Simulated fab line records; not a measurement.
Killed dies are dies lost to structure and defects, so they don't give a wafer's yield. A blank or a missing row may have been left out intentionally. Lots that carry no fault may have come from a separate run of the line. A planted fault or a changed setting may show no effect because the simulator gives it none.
Chamber matching || flow sky130 || 4 sister chambers for SKY_PAD_OPEN_ETCH_07 on rie_diel-01
The step etches the open film in CF4/O2, stops on AlCu, target depth 725 nm, time 161.1 s. 4 wafers are shown with their chamber, then 8 later ones without.

WAFERS WITH THEIR CHAMBER
{"wafer": "L774.5", "chamber": 2, "drypump_motor_current_A (A)": 5.4}
{"wafer": "L776.6", "chamber": 0, "drypump_motor_current_A (A)": 6.4}
{"wafer": "L777.3", "chamber": 3, "drypump_motor_current_A (A)": 5.1}
{"wafer": "L778.2", "chamber": 1, "drypump_motor_current_A (A)": 5.3}

WAFERS MISSING THEIR CHAMBER
{"wafer": "L778.4", "drypump_motor_current_A (A)": 5.4}
{"wafer": "L778.5", "drypump_motor_current_A (A)": 6.4}
{"wafer": "L780.1", "drypump_motor_current_A (A)": 5.3}
{"wafer": "L780.2", "drypump_motor_current_A (A)": 6.4}
{"wafer": "L780.4", "drypump_motor_current_A (A)": 5.0}
{"wafer": "L783.1", "drypump_motor_current_A (A)": 5.0}
{"wafer": "L783.2", "drypump_motor_current_A (A)": 5.4}
{"wafer": "L783.5", "drypump_motor_current_A (A)": 5.4}

EACH ONE'S CHAMBER
{"wafer": "L778.4", "from the rows above": 2, "in truth": 2}
{"wafer": "L778.5", "from the rows above": 0, "in truth": 0}
{"wafer": "L780.1", "from the rows above": 1, "in truth": 1}
{"wafer": "L780.2", "from the rows above": 0, "in truth": 0}
{"wafer": "L780.4", "from the rows above": 3, "in truth": 3}
{"wafer": "L783.1", "from the rows above": 3, "in truth": 3}
{"wafer": "L783.2", "from the rows above": 2, "in truth": 2}
{"wafer": "L783.5", "from the rows above": 2, "in truth": 2}
Correctly placed: 8 of 8. Left unplaced by these rows: 0. 0 placed wrongly.
How it was worked out, from the rows above alone: a wafer's distance from a chamber is the root of the sum, over the readings, of the square of ((its reading less the chamber's mean) divided by the reading's scatter). The wafer belongs to the nearest chamber; if the next one is less than 2 further off, it can't be placed. A chamber's mean is the mean of its shown wafers. The scatter: root of mean squared gap, hidden wafer to nearest shown wafer, with one shown wafer a chamber.
